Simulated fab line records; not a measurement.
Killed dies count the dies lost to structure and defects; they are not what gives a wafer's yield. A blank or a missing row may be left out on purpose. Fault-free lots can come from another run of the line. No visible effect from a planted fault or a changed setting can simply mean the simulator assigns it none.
fab line records	flow sky130
[record] lots = 12	wafers = 36	last-day = 50
route steps=708 shown SD_N@350 LI_CONTACT@363 PAD_OPEN@708
lots that met no fault: taken from a fault-free run of the same line
start-h: start of the lot's first displayed wafer, in hours after the record's first day	wait-h: hours elapsed since this lot's preceding step	" identical to the entry in the row above	L1.1+2: one row covering several wafers at once	- either no value or no given start	* or withheld: withheld	< > ~ a bound
route shown NAME@n: names a module that has steps shown in the file, with the first one's number in the route	usual: the fault-free wafers' mean and standard deviation	same: alike in all rows	chamber/n: place in a boat	sites: per-site readings	_std_site: how widely they spread, as a standard deviation	_edge_site: outer sites' mean less inner sites'	radius-mm: for every site, how far away it sits from the centre of the wafer	mask NAME#n: copy n	behind: the tool/chamber that last shaped the wafer	hold: why the lot was held/for how many hours/how that ended	device: transistor that didn't switch, given as n, p or np	end of line: tests of these same wafers at the route's end	where a step has no rows: the recipe by itself	killed: count of dies lost to structure and defects at first sort (not the wafer's yield)	map: a wafer's dies, x killed, . not, _ none there
set.NAME: setting as actually run; set.NAME@STEP: the setting as run at that earlier step	model.NAME: the simulator's own value behind a step, which no gauge read
a sample of lots followed through the steps of the route, with each step as a table and each wafer as a row
services: when a tool's chamber went out of use (start-h, in hours from the record's first day, below 0 if earlier), for how many hours, and the reason
[[steps]]
[step SKY_SD_N_OVL_MEAS_08]
[usual] SD_N_OVL = 0.9/1.4
lot.wafer	tool	chamber	start-h	wait-h	SD_N_OVL[nm]
L973.3	overlay-01	-	637.93	0.1	0.6
L973.5	"	-	"	"	1.3
L973.6	"	-	"	"	-0.4
L974.1	overlay-01	-	647.96	0.1	1.9
L974.4	"	-	"	"	2.1
L974.6	"	-	"	"	1.0
L977.1	overlay-01	-	694.06	0.1	2.2
L977.3	"	-	"	"	1.5
L977.6	"	-	"	"	0.8
L980.3	overlay-02	-	711.77	0.1	-0.9
L980.5	"	-	"	"	-2.7
L980.6	"	-	"	"	0.5
L983.1	overlay-01	-	720.31	0.1	1.5
L983.5	"	-	"	"	3.2
L983.6	"	-	"	"	2.5
L982.1	overlay-01	-	726.41	0.1	0.3
L982.2	"	-	"	"	0.5
L982.4	"	-	"	"	1.8
L988.2	overlay-02	-	758.77	0.1	2.8
L988.5	"	-	"	"	1.9
L988.6	"	-	"	"	3.1
L989.2	overlay-01	-	769.27	0.1	1.6
L989.4	"	-	"	"	-0.3
L989.5	"	-	"	"	-0.5
L992.1	overlay-01	-	794.61	0.1	-1.2
L992.2	"	-	"	"	-0.8
L992.6	"	-	"	"	-1.2
L993.1	overlay-02	-	797.01	0.1	1.2
L993.3	"	-	"	"	2.6
L993.6	"	-	"	"	0.8
L994.1	overlay-01	-	802.52	0.1	-0.5
L994.3	"	-	"	"	1.1
L994.5	"	-	"	"	-0.9
L996.1	overlay-02	-	818.11	0.1	3.0
L996.2	"	-	"	"	3.2
L996.5	"	-	"	"	1.2
[step SKY_LI_CONTACT_THK_MEAS_01]
[recipe] reads = PSG_of_LI_CONTACT_HDPCVD_00
[usual] LI_CONTACT_HDPCVD_THK = 933/9
lot.wafer	tool	chamber	start-h	wait-h	LI_CONTACT_HDPCVD_THK[nm]
L973.3	film-metro-03	-	639.14	0.1	935
L973.5	"	-	"	"	937
L973.6	"	-	"	"	931
L974.1	film-metro-03	-	649.17	0.1	932
L974.4	"	-	"	"	932
L974.6	"	-	"	"	924
L977.1	film-metro-04	-	695.26	0.1	920
L977.3	"	-	"	"	919
L977.6	"	-	"	"	930
L980.3	film-metro-04	-	712.98	0.1	933
L980.5	"	-	"	"	939
L980.6	"	-	"	"	936
L983.1	film-metro-04	-	721.51	0.1	942
L983.5	"	-	"	"	950
L983.6	"	-	"	"	944
L982.1	film-metro-03	-	727.62	0.1	935
L982.2	"	-	"	"	940
L982.4	"	-	"	"	943
L988.2	film-metro-03	-	759.97	0.1	920
L988.5	"	-	"	"	920
L988.6	"	-	"	"	914
L989.2	film-metro-04	-	770.53	0.1	934
L989.4	"	-	"	"	935
L989.5	"	-	"	"	931
L992.1	film-metro-02	-	795.86	0.1	948
L992.2	"	-	"	"	929
L992.6	"	-	"	"	944
L993.1	film-metro-04	-	798.26	0.1	946
L993.3	"	-	"	"	942
L993.6	"	-	"	"	930
L994.1	film-metro-03	-	803.73	0.1	922
L994.3	"	-	"	"	921
L994.5	"	-	"	"	910
L996.1	film-metro-03	-	819.31	0.1	938
L996.2	"	-	"	"	927
L996.5	"	-	"	"	935
[step SKY_LI_CONTACT_CD_MEAS_12]
[recipe] target-cd-nm = 170
[usual] cd-nm = 170.4/1.7
lot.wafer	tool	chamber	start-h	wait-h	cd-nm
L973.3	cd-sem-01	-	668.51	-	167.0
L973.5	"	-	"	"	166.1
L973.6	"	-	"	"	166.5
L974.1	cd-sem-02	-	677.34	-	170.3
L974.4	"	-	"	"	170.8
L974.6	"	-	"	"	169.8
L977.1	cd-sem-02	-	723.19	-	169.7
L977.3	"	-	"	"	171.6
L977.6	"	-	"	"	170.1
L980.3	cd-sem-02	-	741.33	-	170.5
L980.5	"	-	"	"	170.5
L980.6	"	-	"	"	171.7
L983.1	cd-sem-02	-	749.04	-	169.5
L983.5	"	-	"	"	170.3
L983.6	"	-	"	"	169.4
L982.1	cd-sem-01	-	754.79	-	168.9
L982.2	"	-	"	"	168.3
L982.4	"	-	"	"	169.6
L988.2	cd-sem-01	-	786.81	-	169.9
L988.5	"	-	"	"	168.3
L988.6	"	-	"	"	170.1
L989.2	cd-sem-02	-	797.16	-	172.3
L989.4	"	-	"	"	170.5
L989.5	"	-	"	"	171.4
L992.1	cd-sem-01	-	823.14	-	170.0
L992.2	"	-	"	"	169.1
L992.6	"	-	"	"	169.9
L993.1	cd-sem-02	-	825.37	-	170.0
L993.3	"	-	"	"	171.5
L993.6	"	-	"	"	170.9
L994.1	cd-sem-02	-	830.47	-	170.3
L994.3	"	-	"	"	171.6
L994.5	"	-	"	"	171.7
L996.1	cd-sem-02	-	845.14	-	170.7
L996.2	"	-	"	"	169.3
L996.5	"	-	"	"	170.0
[step SKY_LI_CONTACT_ETCH_15]
[recipe] target = PSG	chemistry = C4F8/O2/Ar	stop-on = Si	taper-deg = 4.15	mask-material = KrF-thick	source-w = 1500	bias-w = 1200	pressure-mtorr = 40	c4f8-flow-sccm = withheld	O2_flow_sccm = 6	Ar_flow_sccm = 300	time-s = withheld	target-depth-a = 6000
[usual] oes-product-au = 0.838/0.005
lot.wafer	tool	chamber	start-h	wait-h	oes-product-au
L973.3	rie-diel-01	2	668.67	0.0	0.845
L973.5	"	0	"	"	0.841
L973.6	"	1	"	"	0.837
L974.1	rie-diel-03	0	677.53	0.0	0.832
L974.4	"	2	"	"	0.839
L974.6	"	0	"	"	0.831
L977.1	rie-diel-03	1	723.39	0.0	0.839
L977.3	"	2	"	"	0.826
L977.6	"	2	"	"	0.844
L980.3	rie-diel-03	3	741.49	0.0	0.839
L980.5	"	3	"	"	0.839
L980.6	"	0	"	"	0.826
L983.1	rie-diel-04	2	749.24	0.0	0.843
L983.5	"	1	"	"	0.840
L983.6	"	0	"	"	0.840
L982.1	rie-diel-03	3	754.99	0.0	0.832
L982.2	"	1	"	"	0.834
L982.4	"	0	"	"	0.827
L988.2	rie-diel-01	2	786.99	0.0	0.846
L988.5	"	3	"	"	0.842
L988.6	"	0	"	"	0.837
L989.2	rie-diel-01	3	797.34	0.0	0.832
L989.4	"	1	"	"	0.841
L989.5	"	2	"	"	0.845
L992.1	rie-diel-04	0	823.34	0.0	0.843
L992.2	"	3	"	"	0.836
L992.6	"	1	"	"	0.836
L993.1	rie-diel-03	0	825.57	0.0	0.830
L993.3	"	3	"	"	0.835
L993.6	"	2	"	"	0.832
L994.1	rie-diel-04	2	830.67	0.0	0.846
L994.3	"	3	"	"	0.840
L994.5	"	3	"	"	0.840
L996.1	rie-diel-03	1	845.34	0.0	0.840
L996.2	"	2	"	"	0.833
L996.5	"	0	"	"	0.839
[step SKY_LI_CONTACT_STRIP_16]
[recipe] chemistry = O2/N2	power-w = 1400	pressure-mtorr = 1500	platen-temp-c = withheld	o2-flow-sccm = 3000	n2-flow-sccm = 300	overash-fraction = 0.5
[usual] drypump-motor-current-A = 5.6/0.48	oes-product-au = 0.375/0.0048	strip-time-to-endpoint-s = 3.48/0.038
lot.wafer	tool	chamber	start-h	wait-h	drypump-motor-current-A	oes-product-au	rf-hours-counter-h	strip-time-to-endpoint-s
L973.3	plasma-asher-03	1	668.79	-	5.9	0.383	-	3.43
L973.5	"	1	"	"	5.9	0.379	-	3.51
L973.6	"	0	"	"	6.5	0.376	-	3.39
L974.1	plasma-asher-02	1	677.62	-	5.2	0.386	25	3.53
L974.4	"	0	"	"	5.2	0.383	-	3.50
L974.6	"	1	"	"	5.2	0.377	-	3.55
L977.1	plasma-asher-02	0	723.48	-	5.2	0.372	30	3.45
L977.3	"	0	"	"	5.2	0.375	-	3.49
L977.6	"	0	"	"	5.2	0.382	-	3.50
L980.3	plasma-asher-01	1	741.61	-	5.2	0.371	-	3.50
L980.5	"	1	"	"	5.2	0.378	-	3.48
L980.6	"	0	"	"	5.9	0.391	-	3.94
L983.1	plasma-asher-02	0	749.33	-	5.2	0.379	31	3.61
L983.5	"	1	"	"	5.2	0.379	-	3.50
L983.6	"	0	"	"	5.2	0.380	-	3.49
L982.1	plasma-asher-02	0	755.07	-	5.2	0.372	31	3.48
L982.2	"	1	"	"	5.2	0.379	31	3.48
L982.4	"	1	"	"	5.2	0.399	-	3.97
L988.2	plasma-asher-01	1	787.07	-	5.2	0.367	98	3.46
L988.5	"	1	"	"	5.2	0.376	-	3.49
L988.6	"	0	"	"	5.9	0.376	-	3.53
L989.2	plasma-asher-03	0	797.43	-	6.5	0.380	65	3.49
L989.4	"	1	"	"	5.8	0.377	-	3.42
L989.5	"	0	"	"	6.5	0.374	-	3.46
L992.1	plasma-asher-01	1	823.43	-	5.2	0.385	101	3.50
L992.2	"	0	"	"	5.9	0.381	101	3.48
L992.6	"	0	"	"	5.9	0.373	-	3.50
L993.1	plasma-asher-03	0	825.65	-	6.5	0.377	68	3.49
L993.3	"	0	"	"	6.5	0.374	-	3.50
L993.6	"	1	"	"	5.8	0.378	-	3.51
L994.1	plasma-asher-02	1	830.75	-	5.2	0.381	39	3.51
L994.3	"	1	"	"	5.2	0.378	-	3.47
L994.5	"	0	"	"	5.2	0.368	-	3.48
L996.1	plasma-asher-01	1	845.43	-	5.2	0.366	104	3.44
L996.2	"	0	"	"	5.9	0.371	104	3.51
L996.5	"	0	"	"	5.8	0.371	-	3.48
[step SKY_PAD_OPEN_PROBE_99]
[usual] killed_at_M0_to_M3 = 43/7.4	killed_at_M4_up = 3.5/2.1	killed-at-contacts = 24/5.4	killed-at-front-end = 15/4.7	killed-at-other = 0.2/0.44	killed-dies = 85/10	killed-on-rim = 17/4.2	killed-open = 47/7.1	killed-short = 38/7
[same] gross-dies = 492	killed-at-back-side = 0
lot.wafer	tool	chamber	start-h	wait-h	killed_at_M0_to_M3	killed_at_M4_up	killed-at-contacts	killed-at-front-end	killed-at-other	killed-dies	killed-on-rim	killed-open	killed-short
L973.3	prober-02	-	1067.32	0.2	48	0	26	14	0	88	16	45	43
L973.5	prober-02	-	1067.42	0.2	57	3	26	21	0	107	22	56	51
L973.6	prober-02	-	1067.47	0.2	51	4	18	21	1	95	15	47	48
L977.1	prober-02	-	1109.41	0.1	50	4	22	16	0	92	21	58	34
L977.3	prober-02	-	1109.51	0.2	57	8	27	16	0	108	19	54	54
L977.6	prober-02	-	1109.66	0.2	46	3	16	4	0	69	13	37	32
L980.3	prober-02	-	1127.48	0.2	32	7	24	28	0	91	20	50	41
L980.5	prober-02	-	1127.58	0.2	40	5	33	15	1	94	17	62	32
L980.6	prober-02	-	1127.63	0.2	37	2	325	13	0	377	72	44	32
L982.1	prober-02	-	1132.81	0.1	25	3	37	21	0	86	17	44	42
L982.2	prober-02	-	1132.86	0.1	42	4	35	17	0	98	21	46	52
L982.4	prober-02	-	1132.96	0.2	50	6	273	19	0	348	67	57	37
// killed by level:class
L973.3 CONTACT:geometric-particle:open=12 VIA2:geometric-particle:open=8 METAL1:geometric-particle:short=7 VIA3:geometric-particle:open=7 VIA1:geometric-particle:short=6 VIA1:geometric-particle:open=5 LOCAL_INTERCONNECT:geometric-particle:short=5 METAL3:geometric-particle:short=5
L973.5 VIA1:geometric-particle:open=14 CONTACT:geometric-particle:open=11 FIELD_ISO:geometric-particle:open=8 METAL2:geometric-particle:short=8 METAL1:geometric-particle:short=7 VIA2:geometric-particle:open=7 VIA1:geometric-particle:short=7 POLY_GATE:geometric-particle:short=5
L973.6 VIA1:geometric-particle:open=10 METAL2:geometric-particle:short=10 VIA1:geometric-particle:short=7 CONTACT:geometric-particle:short=6 VIA2:geometric-particle:open=6 CONTACT:geometric-particle:open=5 METAL1:geometric-particle:short=5 POLY_GATE:geometric-particle:short=4
L977.1 VIA3:geometric-particle:open=11 VIA1:geometric-particle:open=10 LI_CONTACT:geometric-particle:open=7 CONTACT:geometric-particle:open=7 METAL1:geometric-particle:short=7 VIA2:geometric-particle:open=7 FIELD_ISO:geometric-particle:open=6 CONTACT:geometric-particle:short=6
L977.3 VIA1:geometric-particle:open=17 CONTACT:geometric-particle:open=12 METAL1:geometric-particle:short=12 POLY_GATE:geometric-particle:short=6 LOCAL_INTERCONNECT:geometric-particle:short=6 CONTACT:geometric-particle:short=6 METAL4:geometric-particle:short=5 VIA3:geometric-particle:open=5
L977.6 METAL2:geometric-particle:short=9 VIA1:geometric-particle:open=7 VIA2:geometric-particle:open=7 CONTACT:geometric-particle:open=6 CONTACT:geometric-particle:short=5 METAL1:geometric-particle:short=4 VIA1:geometric-particle:short=4 METAL1:geometric-particle:open=4
L980.3 LI_CONTACT:geometric-particle:open=9 FIELD_ISO:geometric-particle:open=7 CONTACT:geometric-particle:open=7 POLY_GATE:geometric-particle:short=6 LOCAL_INTERCONNECT:geometric-particle:short=6 POLY_GATE:geometric-particle:open=5 VIA2:geometric-particle:open=5 FIELD_ISO:geometric-particle:short=4
L980.5 CONTACT:geometric-particle:open=16 VIA1:geometric-particle:open=10 LI_CONTACT:geometric-particle:open=8 CONTACT:geometric-particle:short=7 VIA3:geometric-particle:open=7 VIA2:geometric-particle:open=7 FIELD_ISO:geometric-particle:short=4 FIELD_ISO:geometric-particle:open=4
L980.6 LI_CONTACT:area-etch=301 CONTACT:geometric-particle:open=12 VIA1:geometric-particle:open=9 METAL1:geometric-particle:short=5 VIA1:geometric-particle:short=5 VIA3:geometric-particle:open=5 VIA2:geometric-particle:open=4 LI_CONTACT:geometric-particle:open=4
L982.1 CONTACT:geometric-particle:short=11 CONTACT:geometric-particle:open=11 LI_CONTACT:geometric-particle:open=8 FIELD_ISO:geometric-particle:short=6 VIA2:geometric-particle:open=6 FIELD_ISO:geometric-particle:open=5 METAL1:geometric-particle:short=4 LI_CONTACT:geometric-particle:short=4
L982.2 CONTACT:geometric-particle:open=12 LOCAL_INTERCONNECT:geometric-particle:short=9 VIA2:geometric-particle:open=8 METAL1:geometric-particle:short=7 VIA1:geometric-particle:open=7 FIELD_ISO:geometric-particle:short=6 LI_CONTACT:geometric-particle:open=6 VIA1:geometric-particle:short=5
L982.4 LI_CONTACT:area-etch=254 VIA1:geometric-particle:open=17 CONTACT:geometric-particle:open=11 VIA3:geometric-particle:open=9 METAL1:geometric-particle:short=7 POLY_GATE:geometric-particle:short=5 METAL4:geometric-particle:short=5 METAL3:geometric-particle:short=4
[[services]]
tool	chamber	start-h	hours	kind
rie-diel-04	2	652.65	3.4	repair
rie-diel-03	3	670.84	-	clean
rie-diel-03	3	670.84	21.6	scheduled-down
rie-diel-03	3	670.84	21.6	vent-cycle
rie-diel-01	-	675.81	2.8	pm
plasma-asher-01	-	686.45	1.6	repair
plasma-asher-02	-	706.84	2.8	pm
plasma-asher-01	-	713.09	11.4	repair
rie-diel-01	2	720.83	4.2	repair
plasma-asher-01	-	729.63	3.8	repair
plasma-asher-02	-	734.41	14.6	pm
rie-diel-01	2	763.88	-	clean
rie-diel-01	2	763.88	12.9	scheduled-down
rie-diel-01	2	763.88	12.9	vent-cycle
rie-diel-03	-	771.64	0.4	repair
rie-diel-03	-	783.60	2.8	pm
rie-diel-04	2	793.74	5.6	repair
plasma-asher-01	-	807.18	2.8	pm
rie-diel-01	2	815.62	3.1	repair
rie-diel-03	1	818.98	12.5	repair
rie-diel-04	0	840.16	13.7	repair
rie-diel-04	3	843.02	24.5	repair
[[key]]
[first-sign] step = SKY_LI_CONTACT_STRIP_16	reading = strip-time-to-endpoint-s	direction = up	sigmas = 13	usual = *	struck = *
[effect] step = SKY_LI_CONTACT_STRIP_16	reading = oes-product-au	direction = up	sigmas = 4.2	usual = 0.375	struck = 0.395
[effect] step = SKY_PAD_OPEN_PROBE_99	reading = killed-at-contacts	direction = up	sigmas = 51	usual = 24	struck = 299
[more-kills-born-at] SKY_LI_CONTACT_ETCH_15@rie-diel-03 = 555
met-at SKY_LI_CONTACT_ETCH_15
struck-lots L980,L982
struck-wafers L980.6,L982.4
later-rows-left-out L980.6,L982.4
tester-left-out L980,L982
not-acting-at SKY_SD_N_OVL_MEAS_08,SKY_LI_CONTACT_THK_MEAS_01,SKY_LI_CONTACT_CD_MEAS_12
onset-between 677.53 741.49
[fault] kind = process-parameter-drift	tool = rie-diel-03	chamber = 0	onset-h = 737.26	steps = SKY_LI_CONTACT_ETCH_15	channel = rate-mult	offset = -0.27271	shape = step	end-h = 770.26
// tester-left-out: of these lots the tester's yield and bins aren't shown, on N5 and GAA mostly nor the transistor test; their killed dies are dies lost to structure and defects alone, not to doping, threshold or leakage, so they don't give the yield
// later-rows-left-out: the simulator's readings of these wafers behind a module that went badly wrong aren't trusted and aren't shown, but for the sort
